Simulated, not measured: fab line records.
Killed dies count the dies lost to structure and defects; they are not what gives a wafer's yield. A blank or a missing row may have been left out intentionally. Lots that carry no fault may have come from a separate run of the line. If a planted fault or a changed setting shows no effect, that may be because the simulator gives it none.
fab line records	flow sky130	part 1 of 2: steps 1 to 26 of 36
record lots=5	wafers=15	lastDay=50
route steps=708 shown LOCAL_INTERCONNECT@399 CONTACT@406 METAL1@434
lots with no fault: from the same line, run without faults
startH: hours from the record's first day to the start of the lot's first wafer shown	waitH: hours since the lot's step before	" identical to the entry in the row above	L1.1+2: one row covering several wafers at once	- no value, or no start was given	* or withheld: withheld	< > ~ a bound
route shown NAME@n: NAME is a module with steps in the file, n the number in the route of the first one	usual: mean/standard deviation taken from wafers without a fault	same: alike in all rows	chamber/n: place in a boat	sites: per-site readings	_std_site: the standard deviation of these	_edge_site: outer sites' mean less inner sites'	radiusMm: how far each site lies from the wafer's centre	mask NAME#n: copy n	behind: the most recent tool/chamber to have shaped the wafer	hold: reason for holding the lot/hours on hold/outcome of the hold	device: the n, p or np transistor that did not switch	end of line: tests run on the same wafers once the route is complete	a step without rows: its recipe alone	killed: dies that structure and defects cost at the first sort, which is not the same as the wafer's yield	map: dies across one wafer; x = killed, . = not, _ = none there
set.NAME: the run value of the setting; set.NAME@STEP: its run value at that earlier step	model.NAME: the simulator's own value behind a step, which no gauge read
certain route steps with their lots: each step a table, each wafer a row
services: when a tool's chamber went out of use (startH, in hours from the record's first day, below 0 if earlier), for how many hours, and the reason
## steps
# step SKY_LOCAL_INTERCONNECT_OVL_MEAS_12
# usual LOCAL_INTERCONNECT_OVL=7/6.2
lot.wafer	tool	chamber	startH	waitH	LOCAL_INTERCONNECT_OVL[nm]
L080.1	overlay-02	-	763.78	0.1	21
L080.5	"	-	"	"	25
L080.6	"	-	"	"	25
L085.3	overlay-01	-	809.99	0.1	10
L085.4	"	-	"	"	6
L085.5	"	-	"	"	8
L087.2	overlay-01	-	810.33	0.1	16
L087.4	"	-	"	"	10
L087.6	"	-	"	"	17
L094.1	overlay-02	-	852.25	0.1	7
L094.2	"	-	"	"	-2
L094.6	"	-	"	"	-1
L096.3	overlay-01	-	873.06	0.1	14
L096.4	"	-	"	"	4
L096.6	"	-	"	"	9
# step SKY_LOCAL_INTERCONNECT_ETCH_13
# recipe chemistry=N2/H2	target=BARC	ionEnergyEv=200	biasW=100	pressureMtorr=30	n2FlowSccm=100	h2FlowSccm=200	icpW=500	stopOn=SiO2	timeS=45.9	targetDepthA=600
# usual drypumpMotorCurrentA=5.6/0.34	oesProductAu=0.854/0.0046	throttleValvePct=13.224/0.0086
lot.wafer	tool	chamber	startH	waitH	drypumpMotorCurrentA	oesProductAu	rfHoursCounterH	throttleValvePct
L080.1	rieMetal-02	0	763.81	0.0	5.8	0.857	9	13.227
L080.5	"	1	"	"	5.1	0.854	-	13.233
L080.6	"	0	"	"	5.8	0.859	-	13.223
L085.3	rieMetal-03	0	810.03	0.0	6.0	0.852	-	13.215
L085.4	"	1	"	"	5.7	0.856	-	13.222
L085.5	"	0	"	"	6.0	0.858	-	13.227
L087.2	rieMetal-01	1	810.38	0.0	5.2	0.842	-	13.220
L087.4	"	1	"	"	5.2	0.854	-	13.218
L087.6	"	1	"	"	5.2	0.855	-	13.216
L094.1	rieMetal-02	0	852.28	0.0	5.8	0.854	13	13.229
L094.2	"	1	"	"	5.1	0.855	17	13.227
L094.6	"	0	"	"	5.8	0.857	-	13.226
L096.3	rieMetal-02	0	873.11	0.0	5.8	0.857	-	13.226
L096.4	"	1	"	"	5.1	0.847	-	13.220
L096.6	"	1	"	"	5.1	0.854	-	13.230
# step SKY_LOCAL_INTERCONNECT_METAL_ETCH_14
# recipe targetDepthNm=110	stopOn=PSG	chemistry=Cl2/BCl3	target=TiN	resistSidewallDeg=88	pressureMtorr=10	icpW=900	biasW=48.5	Cl2_flow_sccm=60	bcl3FlowSccm=30	timeS=31.4
# usual drypumpMotorCurrentA=5.6/0.34	oesProductAu=0.943/0.0074	throttleValvePct=21.901/0.0096
lot.wafer	tool	chamber	startH	waitH	drypumpMotorCurrentA	oesProductAu	rfHoursCounterH	throttleValvePct
L080.1	rieMetal-02	0	763.88	0.0	5.8	0.952	9	21.892
L080.5	"	1	"	"	5.1	0.941	-	21.912
L080.6	"	0	"	"	5.8	0.950	-	21.900
L085.3	rieMetal-03	0	810.09	0.0	6.0	0.941	-	21.909
L085.4	"	1	"	"	5.8	0.935	-	21.914
L085.5	"	0	"	"	6.0	0.938	-	21.908
L087.2	rieMetal-01	1	810.51	0.1	5.2	0.945	-	21.909
L087.4	"	1	"	"	5.2	0.947	-	21.901
L087.6	"	1	"	"	5.2	0.957	-	21.907
L094.1	rieMetal-02	0	852.35	0.0	5.8	0.954	13	21.916
L094.2	"	1	"	"	5.1	0.935	17	21.895
L094.6	"	0	"	"	5.8	0.936	-	21.905
L096.3	rieMetal-02	0	873.16	0.0	5.8	0.946	-	21.912
L096.4	"	1	"	"	5.1	0.943	-	21.894
L096.6	"	1	"	"	5.1	0.927	-	21.908
# step SKY_LOCAL_INTERCONNECT_STRIP_15
# recipe chemistry=O2/N2	powerW=1400	pressureMtorr=1500	platenTempC=withheld	o2FlowSccm=3000	n2FlowSccm=300	overashFraction=0.5
# usual drypumpMotorCurrentA=5.8/0.37	oesProductAu=0.425/0.0043	stripTimeToEndpointS=4.677/0.018
lot.wafer	tool	chamber	startH	waitH	drypumpMotorCurrentA	oesProductAu	rfHoursCounterH	stripTimeToEndpointS
L080.1	plasmaAsher-01	1	763.93	0.0	5.5	0.425	91	4.696
L080.5	"	1	"	"	5.5	0.428	-	4.682
L080.6	"	0	"	"	5.9	0.425	-	4.704
L085.3	plasmaAsher-01	0	810.16	0.1	5.9	0.417	-	4.655
L085.4	"	1	"	"	5.5	0.424	-	4.667
L085.5	"	0	"	"	5.9	0.428	-	4.669
L087.2	plasmaAsher-03	1	810.59	0.1	6.5	0.420	6	4.694
L087.4	"	0	"	"	5.8	0.429	-	4.685
L087.6	"	1	"	"	6.4	0.424	-	4.713
L094.1	plasmaAsher-01	0	852.40	0.0	5.9	0.422	99	4.695
L094.2	"	1	"	"	5.5	0.428	99	4.684
L094.6	"	1	"	"	5.5	0.426	-	4.700
L096.3	plasmaAsher-03	0	873.23	0.1	5.8	0.423	-	4.665
L096.4	"	1	"	"	6.5	0.423	-	4.673
L096.6	"	0	"	"	5.8	0.427	-	4.654
# step SKY_LOCAL_INTERCONNECT_STRIP_16
# recipe chemistry=postEtchResidueRemover	timeS=1200	tempC=72.5
# usual bathGuardTempC=72.8/0.57
lot.wafer	tool	chamber	startH	waitH	bathGuardTempC
L080.1	wetBench-02	3	764.03	0.1	72.5
L080.5	"	3	"	"	72.3
L080.6	"	3	"	"	72.4
L085.3	wetBench-02	1	810.23	0.0	72.1
L085.4	"	1	"	"	71.9
L085.5	"	1	"	"	72.0
L087.2	wetBench-02	0	810.69	0.1	73.3
L087.4	"	0	"	"	73.3
L087.6	"	0	"	"	72.8
L094.1	wetBench-04	2	852.50	0.1	72.1
L094.2	"	2	"	"	72.3
L094.6	"	2	"	"	71.6
L096.3	wetBench-01	0	873.30	0.0	73.0
L096.4	"	0	"	"	72.9
L096.6	"	0	"	"	72.7
# step SKY_LOCAL_INTERCONNECT_CLEAN_17
# recipe chemistry=IPA	timeS=180	tempC=25
lot.wafer	tool	chamber	startH	waitH
L080.1+5+6	wetBench-04	0	764.84	0.0
L085.3+4+5	wetBench-04	0	810.57	0.0
L087.2+4+6	wetBench-02	2	811.03	0.0
L094.1+2+6	wetBench-02	3	852.84	0.0
L096.3+4+6	wetBench-04	1	873.64	0.0
# step SKY_LOCAL_INTERCONNECT_CLEAN_18
# recipe chemistry=O3/DIW	dry=n2Spin
lot.wafer	tool	chamber	startH	waitH
L080.1+5+6	wetBench-02	0	764.90	0.0
L085.3+4+5	wetBench-01	3	810.63	0.0
L087.2+4+6	wetBench-02	0	811.09	0.0
L094.1+2+6	wetBench-01	1	852.90	0.0
L096.3+4+6	wetBench-01	0	873.70	0.0
# step SKY_CONTACT_CVD_00
# recipe material=Si3N4	targetThkNm=75	tempC=400	timeS=withheld	rfW=433
# usual heaterPowerW=706/91
lot.wafer	tool	chamber	startH	waitH	heaterPowerW
L080.1	pecvd-04	2	765.12	0.0	725
L080.5	"	2	"	"	752
L080.6	"	1	"	"	701
L085.3	pecvd-03	2	810.72	0.0	781
L085.4	"	2	"	"	785
L085.5	"	1	"	"	656
L087.2	pecvd-04	0	811.18	0.0	746
L087.4	"	1	"	"	658
L087.6	"	0	"	"	762
L094.1	pecvd-03	1	852.99	0.0	577
L094.2	"	0	"	"	872
L094.6	"	1	"	"	588
L096.3	pecvd-04	0	873.79	0.0	774
L096.4	"	0	"	"	782
L096.6	"	1	"	"	669
# step SKY_CONTACT_THK_MEAS_01
# recipe reads=Si3N4_of_CONTACT_CVD_00
# usual CONTACT_CVD_00_THK=74.1/1.1
lot.wafer	tool	chamber	startH	waitH	CONTACT_CVD_00_THK[nm]
L080.1	filmMetro-03	-	765.15	-	73.6
L080.5	"	-	"	"	73.6
L080.6	"	-	"	"	74.1
L085.3	filmMetro-04	-	810.78	-	73.4
L085.4	"	-	"	"	73.6
L085.5	"	-	"	"	73.5
L087.2	filmMetro-03	-	811.23	-	73.9
L087.4	"	-	"	"	72.9
L087.6	"	-	"	"	76.1
L094.1	filmMetro-02	-	853.02	-	72.6
L094.2	"	-	"	"	73.8
L094.6	"	-	"	"	73.6
L096.3	filmMetro-02	-	873.84	-	73.4
L096.4	"	-	"	"	75.8
L096.6	"	-	"	"	74.0
# step SKY_CONTACT_HDPCVD_02
# recipe material=SiO2	targetThkNm=565	sigmaOpenFrac=0.3	timeS=94.2	tempC=600	sih4FlowSccm=60	pressureMtorr=6
lot.wafer	tool	chamber	startH	waitH
L080.1+5+6	hdpcvd-02	1,0,2	765.21	0.1
L085.3+4+5	hdpcvd-02	2,1,2	810.82	0.0
L087.2+4+6	hdpcvd-01	1,1,2	811.28	0.0
L094.1+2+6	hdpcvd-01	1,2,1	853.08	0.1
L096.3+4+6	hdpcvd-02	0,1,0	873.88	0.0
# step SKY_CONTACT_THK_MEAS_03
# recipe reads=SiO2_of_CONTACT_HDPCVD_02
# usual CONTACT_HDPCVD_THK=559/6.7
lot.wafer	tool	chamber	startH	waitH	CONTACT_HDPCVD_THK[nm]
L080.1	filmMetro-04	-	765.28	0.0	556
L080.5	"	-	"	"	565
L080.6	"	-	"	"	551
L085.3	filmMetro-03	-	810.91	0.1	549
L085.4	"	-	"	"	559
L085.5	"	-	"	"	553
L087.2	filmMetro-04	-	811.36	0.0	553
L087.4	"	-	"	"	550
L087.6	"	-	"	"	562
L094.1	filmMetro-03	-	853.15	0.0	558
L094.2	"	-	"	"	571
L094.6	"	-	"	"	557
L096.3	filmMetro-02	-	873.97	0.1	553
L096.4	"	-	"	"	556
L096.6	"	-	"	"	555
# step SKY_CONTACT_CMP_04
# recipe material=SiO2	downForcePsi=4	platenRpm=60	padVelocityMS=0.94248
# usual edgeZonePressureFrac=1.001/0.005	motorCurrentA=12.3/1.3	retainingRingPressureFrac=0.999/0.0049	slurryFilterDpKPa=13.48/0.14	timeToEndpointS=79/4.4
lot.wafer	tool	chamber	startH	waitH	edgeZonePressureFrac	motorCurrentA	retainingRingPressureFrac	slurryFilterDpKPa	timeToEndpointS
L080.1	cmp-01	2	765.34	0.1	1.012	12.8	0.998	13.54	77
L080.5	"	2	"	"	1.006	13.1	1.000	13.51	85
L080.6	"	3	"	"	1.007	11.2	0.997	13.48	76
L085.3	cmp-01	1	811.00	0.1	1.003	11.8	0.999	13.51	76
L085.4	"	3	"	"	1.002	10.9	0.995	13.64	76
L085.5	"	1	"	"	0.996	12.8	1.000	13.32	75
L087.4	cmp-02	0	811.41	0.0	1.000	13.4	1.005	13.46	74
L087.2	"	3	"	"	0.997	9.8	1.002	13.59	72
L087.6	"	1	"	"	1.005	13.0	0.998	13.44	81
L094.1	cmp-01	1	853.21	0.1	0.997	12.0	0.997	13.49	75
L094.2	"	0	"	"	1.010	13.3	0.995	13.41	85
L094.6	"	1	"	"	0.991	12.5	0.996	13.59	77
L096.3	cmp-01	1	874.11	0.1	1.009	11.3	0.998	13.30	80
L096.4	"	2	"	"	1.003	12.7	0.987	13.54	76
L096.6	"	0	"	"	1.003	13.7	0.990	13.55	82
# step SKY_CONTACT_BOW_MEAS_05
# recipe mode=bow
# usual CONTACT_BOW=83/6.8
lot.wafer	tool	chamber	startH	waitH	CONTACT_BOW[um]
L080.1	filmMetro-03	-	765.64	0.2	76
L080.5	"	-	"	"	77
L080.6	"	-	"	"	82
L085.3	filmMetro-02	-	811.29	0.2	76
L085.4	"	-	"	"	82
L085.5	"	-	"	"	75
L087.2	filmMetro-03	-	811.73	0.1	88
L087.4	"	-	"	"	95
L087.6	"	-	"	"	91
L094.1	filmMetro-04	-	853.51	0.2	83
L094.2	"	-	"	"	86
L094.6	"	-	"	"	73
L096.3	filmMetro-02	-	874.35	0.2	86
L096.4	"	-	"	"	90
L096.6	"	-	"	"	83
# step SKY_CONTACT_DEHYDRATE_06
# recipe tempC=200	timeS=60
lot.wafer	tool	chamber	startH	waitH
L080.1+5+6	lithoTrack-04	0	778.96	13.3
L085.3+4+5	lithoTrack-04	0	823.11	11.8
L087.2+4+6	lithoTrack-02	0	823.45	11.7
L094.1+2+6	lithoTrack-04	0	866.21	12.7
L096.3+4+6	lithoTrack-04	0	886.16	11.8
# step SKY_CONTACT_HMDS_07
# recipe primeTimeS=60	primeTempC=120
# usual primeTempC=120.00/0.14
lot.wafer	tool	chamber	startH	waitH	primeTempC
L080.1	lithoTrack-04	0	779.11	0.1	120.16
L080.5	"	0	"	"	119.97
L080.6	"	0	"	"	119.80
L085.3	lithoTrack-04	0	823.26	0.1	120.09
L085.4	"	0	"	"	120.30
L085.5	"	0	"	"	120.09
L087.2	lithoTrack-02	0	823.60	0.1	120.19
L087.4	"	0	"	"	120.07
L087.6	"	0	"	"	119.91
L094.1	lithoTrack-04	0	866.36	0.1	119.91
L094.2	"	0	"	"	120.12
L094.6	"	0	"	"	120.12
L096.3	lithoTrack-04	0	886.31	0.1	120.03
L096.4	"	0	"	"	120.02
L096.6	"	0	"	"	120.16
# step SKY_CONTACT_COAT_08
# recipe resist=BARC	tempC=withheld	timeS=withheld	spinRpm=3000	resistThkNm=60
lot.wafer	tool	chamber	startH	waitH
L080.1+5+6	lithoTrack-04	0	779.26	0.1
L085.3+4+5	lithoTrack-04	0	823.41	0.1
L087.2+4+6	lithoTrack-02	0	823.75	0.1
L094.1+2+6	lithoTrack-04	0	866.51	0.1
L096.3+4+6	lithoTrack-04	0	886.46	0.1
# step SKY_CONTACT_COAT_09
# recipe resist=KrF-thick	spinRpm=3000	resistThkNm=450
lot.wafer	tool	chamber	startH	waitH
L080.1+5+6	lithoTrack-04	0	-	-
L085.3+4+5	lithoTrack-04	0	-	-
L087.2+4+6	lithoTrack-02	0	-	-
L094.1+2+6	lithoTrack-04	0	-	-
L096.3+4+6	lithoTrack-04	0	-	-
# step SKY_CONTACT_SOFTBAKE_10
# recipe tempC=100	timeS=90	resist=KrF-thick
lot.wafer	tool	chamber	startH	waitH
L080.1+5+6	lithoTrack-04	0	-	-
L085.3+4+5	lithoTrack-04	0	-	-
L087.2+4+6	lithoTrack-02	0	-	-
L094.1+2+6	lithoTrack-04	0	-	-
L096.3+4+6	lithoTrack-04	0	-	-
# step SKY_CONTACT_EXPOSE_11
# recipe maskId=CTM1	na=0.8	sourceShape=annular	sigmaInner=0.55	sigmaOuter=0.85	targetCdNm=170	doseMj=38
lot.wafer	tool	chamber	startH	waitH	mask
L080.1+5+6	krfScanner-01	0	-	-	CTM1#0
L085.3+4+5	krfScanner-02	0	-	-	CTM1#0
L087.2+4+6	krfScanner-02	0	-	-	CTM1#0
L094.1+2+6	krfScanner-02	0	-	-	CTM1#0
L096.3+4+6	krfScanner-01	0	-	-	CTM1#0
# step SKY_CONTACT_PEB_12
# recipe pebTempC=withheld	pebTimeS=withheld	resist=KrF-thick
lot.wafer	tool	chamber	startH	waitH
L080.1+5+6	lithoTrack-03	0	-	-
L085.3+4+5	lithoTrack-02	0	-	-
L087.2+4+6	lithoTrack-03	0	-	-
L094.1+2+6	lithoTrack-02	0	-	-
L096.3+4+6	lithoTrack-03	0	-	-
# step SKY_CONTACT_DEVELOP_13
# recipe developTimeS=60	resist=KrF-thick	devTempC=21
lot.wafer	tool	chamber	startH	waitH
L080.1+5+6	lithoTrack-03	0	-	-
L085.3+4+5	lithoTrack-02	0	-	-
L087.2+4+6	lithoTrack-03	0	-	-
L094.1+2+6	lithoTrack-02	0	-	-
L096.3+4+6	lithoTrack-03	0	-	-
# step SKY_CONTACT_CD_MEAS_14
# recipe targetCdNm=170
# usual cdNm=170.0/1.6
lot.wafer	tool	chamber	startH	waitH	cdNm
L080.1	cdSem-02	-	792.91	-	170.4
L080.5	"	-	"	"	170.4
L080.6	"	-	"	"	168.8
L085.3	cdSem-02	-	837.77	-	171.5
L085.4	"	-	"	"	172.2
L085.5	"	-	"	"	172.6
L087.2	cdSem-01	-	838.03	-	168.5
L087.4	"	-	"	"	169.7
L087.6	"	-	"	"	170.4
L094.1	cdSem-01	-	879.28	-	169.3
L094.2	"	-	"	"	168.3
L094.6	"	-	"	"	169.8
L096.3	cdSem-01	-	899.75	-	170.4
L096.4	"	-	"	"	170.4
L096.6	"	-	"	"	169.9
# step SKY_CONTACT_OVL_MEAS_15
# usual CONTACT_OVL=-5/6.4
lot.wafer	tool	chamber	startH	waitH	CONTACT_OVL[nm]
L080.1	overlay-02	-	793.03	0.1	-17
L080.5	"	-	"	"	-15
L080.6	"	-	"	"	-5
L085.3	overlay-02	-	837.86	0.1	-2
L085.4	"	-	"	"	-6
L085.5	"	-	"	"	-12
L087.2	overlay-01	-	838.13	0.1	10
L087.4	"	-	"	"	9
L087.6	"	-	"	"	12
L094.1	overlay-02	-	879.40	0.1	-13
L094.2	"	-	"	"	-8
L094.6	"	-	"	"	-2
L096.3	overlay-01	-	899.84	0.1	-3
L096.4	"	-	"	"	6
L096.6	"	-	"	"	0
# step SKY_CONTACT_ETCH_16
# recipe chemistry=N2/H2	target=BARC	ionEnergyEv=200	sourceW=500	biasW=100	pressureMtorr=30	n2FlowSccm=100	h2FlowSccm=200	stopOn=SiO2	timeS=45.9	targetDepthA=600
# usual drypumpMotorCurrentA=5.8/0.5	oesProductAu=0.854/0.0047	throttleValvePct=13.226/0.0097
lot.wafer	tool	chamber	startH	waitH	drypumpMotorCurrentA	oesProductAu	rfHoursCounterH	throttleValvePct
L080.1	rieDiel-01	3	793.06	0.0	6.2	0.859	21	13.213
L080.5	"	1	"	"	5.1	0.860	-	13.237
L080.6	"	0	"	"	5.5	0.857	-	13.237
L085.3	rieDiel-01	1	837.88	0.0	5.1	0.846	5	13.209
L085.4	"	1	"	"	5.1	0.860	-	13.227
L085.5	"	3	"	"	6.2	0.846	-	13.225
L087.2	rieDiel-03	3	838.16	0.0	5.7	0.860	12	13.238
L087.4	"	1	"	"	5.7	0.857	15	13.237
L087.6	"	3	"	"	5.7	0.860	-	13.231
L094.1	rieDiel-03	2	879.43	0.0	6.1	0.847	26	13.207
L094.2	"	1	"	"	5.7	0.857	17	13.218
L094.6	"	3	"	"	5.7	0.853	-	13.201
L096.3	rieDiel-02	0	899.86	0.0	6.2	0.855	15	13.224
L096.4	"	1	"	"	5.4	0.857	7	13.240
L096.6	"	1	"	"	5.3	0.849	-	13.216
# step SKY_CONTACT_ETCH_17
# recipe target=SiO2	chemistry=C4F8/O2/Ar	stopOn=Si3N4	maskMaterial=KrF-thick	sourceW=1500	biasW=1200	pressureMtorr=40	c4f8FlowSccm=withheld	O2_flow_sccm=6	Ar_flow_sccm=300	timeS=withheld	targetDepthA=3400
# usual oesProductAu=0.891/0.0052
lot.wafer	tool	chamber	startH	waitH	oesProductAu
L080.1	rieDiel-01	3	793.11	0.0	0.900
L080.5	"	1	"	"	0.896
L080.6	"	0	"	"	0.889
L085.3	rieDiel-01	1	837.93	0.0	0.889
L085.4	"	1	"	"	0.885
L085.5	"	3	"	"	0.886
L087.2	rieDiel-03	3	838.21	0.0	0.880
L087.4	"	1	"	"	0.890
L087.6	"	3	"	"	0.903
L094.1	rieDiel-03	2	879.48	0.0	0.882
L094.2	"	1	"	"	0.898
L094.6	"	3	"	"	0.885
L096.3	rieDiel-02	0	899.91	0.0	0.899
L096.4	"	1	"	"	0.883
L096.6	"	1	"	"	0.897
# step SKY_CONTACT_ETCH_18
# recipe target=Si3N4	chemistry=CHF3/O2	stopOn=TiN	sourceW=600	biasW=200	pressureMtorr=40	chf3FlowSccm=50	O2_flow_sccm=5	timeS=39	targetDepthA=750
# usual drypumpMotorCurrentA=5.8/0.5	oesProductAu=0.849/0.0084	throttleValvePct=8.792/0.0091
lot.wafer	tool	chamber	startH	waitH	drypumpMotorCurrentA	oesProductAu	rfHoursCounterH	throttleValvePct
L080.1	rieDiel-01	3	-	-	6.2	0.846	21	8.781
L080.5	"	1	"	"	5.0	0.840	-	8.787
L080.6	"	0	"	"	5.6	0.850	-	8.783
L085.3	rieDiel-01	1	-	-	5.0	0.846	5	8.800
L085.4	"	1	"	"	5.0	0.847	-	8.787
L085.5	"	3	"	"	6.2	0.849	-	8.795
L087.2	rieDiel-03	3	-	-	5.6	0.849	12	8.794
L087.4	"	1	"	"	5.7	0.843	15	8.789
L087.6	"	3	"	"	5.6	0.856	-	8.789
L094.1	rieDiel-03	2	-	-	6.0	0.832	26	8.789
L094.2	"	1	"	"	5.7	0.854	17	8.787
L094.6	"	3	"	"	5.6	0.846	-	8.785
L096.3	rieDiel-02	0	-	-	6.2	0.842	15	8.789
L096.4	"	1	"	"	5.3	0.862	7	8.789
L096.6	"	1	"	"	5.3	0.844	-	8.771
